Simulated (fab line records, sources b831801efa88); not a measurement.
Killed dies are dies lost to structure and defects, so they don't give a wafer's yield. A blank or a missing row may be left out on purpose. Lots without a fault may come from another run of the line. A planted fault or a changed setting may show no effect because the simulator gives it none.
Chamber matching | flow gf180mcu | GF_V4_ETCH_16 on rie_diel-02: 4 sister chambers
The step etches BARC in N2/H2. 27 wafers are shown with their chamber, then 12 later ones without.

WAFERS WITH THEIR CHAMBER
wafer  | chamber | drypump_motor_current_A (A) | throttle_valve_pct (%) | oes_product_au (a.u.)
L074.2 | 1       | 5.7                         | 13.201                 | 0.845
L074.4 | 3       | 5.1                         | 13.197                 | 0.847
L074.6 | 0       | 5.0                         | 13.220                 | 0.839
L075.1 | 3       | 5.1                         | 13.225                 | 0.863
L075.2 | 0       | 5.1                         | 13.233                 | 0.860
L075.3 | 1       | 5.7                         | 13.237                 | 0.860
L075.4 | 2       | 5.5                         | 13.221                 | 0.845
L075.5 | 1       | 5.7                         | 13.224                 | 0.857
L075.6 | 0       | 5.1                         | 13.229                 | 0.863
L076.1 | 3       | 5.1                         | 13.220                 | 0.857
L076.2 | 0       | 5.0                         | 13.221                 | 0.851
L076.5 | 1       | 5.7                         | 13.220                 | 0.857
L077.1 | 0       | 5.1                         | 13.216                 | 0.854
L077.4 | 1       | 5.7                         | 13.222                 | 0.847
L077.6 | 2       | 5.5                         | 13.227                 | 0.856
L081.1 | 2       | 5.5                         | 13.215                 | 0.853
L081.2 | 0       | 5.0                         | 13.230                 | 0.844
L081.3 | 1       | 5.7                         | 13.229                 | 0.854
L081.4 | 3       | 5.1                         | 13.222                 | 0.850
L081.5 | 0       | 5.1                         | 13.227                 | 0.850
L081.6 | 3       | 5.1                         | 13.226                 | 0.843
L090.1 | 1       | 5.7                         | 13.237                 | 0.854
L090.2 | 3       | 5.1                         | 13.204                 | 0.854
L090.3 | 2       | 5.5                         | 13.216                 | 0.850
L090.4 | 0       | 5.1                         | 13.222                 | 0.853
L090.5 | 0       | 5.1                         | 13.229                 | 0.855
L090.6 | 3       | 5.1                         | 13.234                 | 0.857

SIGNATURES (means of the wafers above)
reading                 | chamber 0 | chamber 1 | chamber 2 | chamber 3 | scatter within a chamber
drypump_motor_current_A | 5.067     | 5.700     | 5.500     | 5.100     | 0.0295
throttle_valve_pct      | 13.22522  | 13.22429  | 13.21975  | 13.21829  | 0.00996
oes_product_au          | 0.85211   | 0.85343   | 0.85100   | 0.85300   | 0.00647
Rule: a wafer's distance from a chamber is the root of the sum, over the readings, of the square of ((its reading less the chamber's mean) divided by the reading's scatter). The wafer belongs to the nearest chamber; if the next one is less than 2 further off, it can't be placed. The scatter: the root of (the sum of the squares of (reading less its chamber's mean) over the shown wafers, divided by (wafers less chambers)).

WAFERS WITHOUT THEIR CHAMBER
wafer  | drypump_motor_current_A (A) | throttle_valve_pct (%) | oes_product_au (a.u.)
L092.2 | 5.5                         | 13.223                 | 0.857
L092.4 | 5.7                         | 13.208                 | 0.854
L092.6 | 5.0                         | 13.241                 | 0.850
L094.2 | 5.1                         | 13.230                 | 0.860
L094.4 | 5.5                         | 13.214                 | 0.854
L094.5 | 5.7                         | 13.232                 | 0.857
L095.1 | 5.5                         | 13.226                 | 0.855
L095.2 | 5.1                         | 13.213                 | 0.856
L095.3 | 5.1                         | 13.217                 | 0.863
L097.1 | 5.5                         | 13.230                 | 0.860
L097.3 | 5.7                         | 13.238                 | 0.859
L097.5 | 5.5                         | 13.210                 | 0.855

WHICH CHAMBER EACH WENT THROUGH
wafer  | from the rows above     | in truth
L092.2 | 2                       | 2
L092.4 | 1                       | 1
L092.6 | can't be placed: 0 or 3 | 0
L094.2 | can't be placed: 3 or 0 | 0
L094.4 | 2                       | 2
L094.5 | 1                       | 1
L095.1 | 2                       | 2
L095.2 | can't be placed: 3 or 0 | 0
L095.3 | can't be placed: 3 or 0 | 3
L097.1 | 2                       | 2
L097.3 | 1                       | 1
L097.5 | 2                       | 2
Placed correctly: 8 of 12. Can't be placed from these rows: 4 (the true chamber is among the candidates in 4). Placed wrongly: 0.
